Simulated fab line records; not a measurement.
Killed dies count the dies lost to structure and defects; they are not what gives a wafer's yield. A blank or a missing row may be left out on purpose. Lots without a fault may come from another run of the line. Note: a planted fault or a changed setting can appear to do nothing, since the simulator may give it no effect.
Which tool is to blame? || flow gf180mcu || 6 lots with 18 wafers sampled at 2 steps, on a route of 602 steps

## WHAT THE GAUGES READ, wafer by wafer
GF_POLY_GATE_CD_MEAS_10: the cd target is 280 nm.
{"lot": "L693", "measured": "day 9 17:22", "on": "cd-sem-02", "cd-nm (nm)": "280.3 279.7 280.1"}
{"lot": "L695", "measured": "day 10 05:43", "on": "cd-sem-01", "cd-nm (nm)": "281.3 281.4 279.8"}
{"lot": "L697", "measured": "day 11 01:59", "on": "cd-sem-01", "cd-nm (nm)": "279.8 279.7 280.5"}
{"lot": "L699", "measured": "day 11 13:34", "on": "cd-sem-01", "cd-nm (nm)": "280.1 281.0 281.4"}
{"lot": "L701", "measured": "day 12 00:29", "on": "cd-sem-02", "cd-nm (nm)": "281.7 280.9 280.1"}
{"lot": "L708", "measured": "day 14 05:57", "on": "cd-sem-01", "cd-nm (nm)": "279.8 280.8 279.8"}

## WHICH TOOL RAN EACH LOT (tool, then ch and the chambers of the sampled wafers, then the start)
{"lot": "L693", "GF_VT_IMPLANT_STRIP_09": "plasma-asher-01 ch 0,1, day 6 03:41"}
{"lot": "L695", "GF_VT_IMPLANT_STRIP_09": "plasma-asher-03 ch 0,1, day 6 14:57"}
{"lot": "L697", "GF_VT_IMPLANT_STRIP_09": "plasma-asher-03 ch 0,1, day 7 08:41"}
{"lot": "L699", "GF_VT_IMPLANT_STRIP_09": "plasma-asher-03 ch 0,1, day 7 16:57"}
{"lot": "L701", "GF_VT_IMPLANT_STRIP_09": "plasma-asher-03 ch 0,1, day 8 03:11"}
{"lot": "L708", "GF_VT_IMPLANT_STRIP_09": "plasma-asher-01 ch 0,1, day 9 23:14"}
- GF_VT_IMPLANT_STRIP_09: strips in O2/N2.

## THE ANSWER, worked out from the rows above alone
Rule: the usual values come from the lots themselves. The widest of any qualifying gaps counts: lots, ordered by their means at a reading, are off when they make up no more than a third of the lots, leave a main group of 4 or more, and stand apart from it by 3 or more times the standard deviation of that group's means. A main group whose means are all the same, to the digits that the tables above print for the reading, isn't used. Also off: a lot with no number at a reading for which 4 or more lots have one. The other lots that the step has rows for count as sound.
Across all readings shown, no lot is off: no conclusion can be drawn from this.

## WHAT THE SIMULATOR PUT IN
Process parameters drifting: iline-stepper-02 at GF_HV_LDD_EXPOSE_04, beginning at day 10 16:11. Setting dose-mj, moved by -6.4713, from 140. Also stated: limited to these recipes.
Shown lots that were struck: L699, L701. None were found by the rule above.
